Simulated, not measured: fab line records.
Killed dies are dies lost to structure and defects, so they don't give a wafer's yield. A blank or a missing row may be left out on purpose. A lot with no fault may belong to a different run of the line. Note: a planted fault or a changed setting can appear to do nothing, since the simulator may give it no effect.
Matching of chambers | flow sfq_line | cmp-01 running SFQ_TRILAYER_A5B_CMP_CMP_130: 4 sister chambers
The step polishes, stops on Nb, target thk 340.7 nm. 4 wafers are shown with their chamber, then 7 later ones without.

## WAFERS WITH THEIR CHAMBER
wafer  | chamber | motor_current_A (A)
L907.3 | 3       | 8.5
L907.6 | 2       | 8.8
L910.1 | 1       | 9.7
L910.3 | 0       | 9.5

## WAFERS WHOSE CHAMBER IS MISSING
wafer  | motor_current_A (A)
L910.5 | 8.9
L913.1 | 9.8
L913.3 | 9.4
L913.6 | 8.5
L918.3 | 9.0
L918.4 | 9.8
L918.5 | 9.1

## WHICH CHAMBER EACH ONE RAN IN
wafer  | from the rows above               | in truth
L910.5 | can't be placed: 2 or 3           | 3
L913.1 | can't be placed: 1 or 0           | 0
L913.3 | can't be placed: 0 or 1           | 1
L913.6 | can't be placed: 3 or 2           | 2
L918.3 | can't be placed: 2 or 0 or 3      | 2
L918.4 | can't be placed: 1 or 0           | 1
L918.5 | can't be placed: 2 or 0 or 1 or 3 | 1
0 of 7 placed correctly. Cannot be placed on the basis of these rows: 7; the candidates contain the true chamber in 7. Number placed wrongly: 0.
How it was worked out, from the rows above alone: a wafer's distance from a chamber is the root of the sum, over the readings, of the square of ((its reading less the chamber's mean) divided by the reading's scatter). If the next closest chamber is less than 2 further off than the closest, the wafer can't be placed; otherwise it belongs to the closest. The mean given for a chamber averages the wafers shown for that chamber. The scatter: root of mean squared gap, hidden wafer to nearest shown wafer, with one shown wafer a chamber.
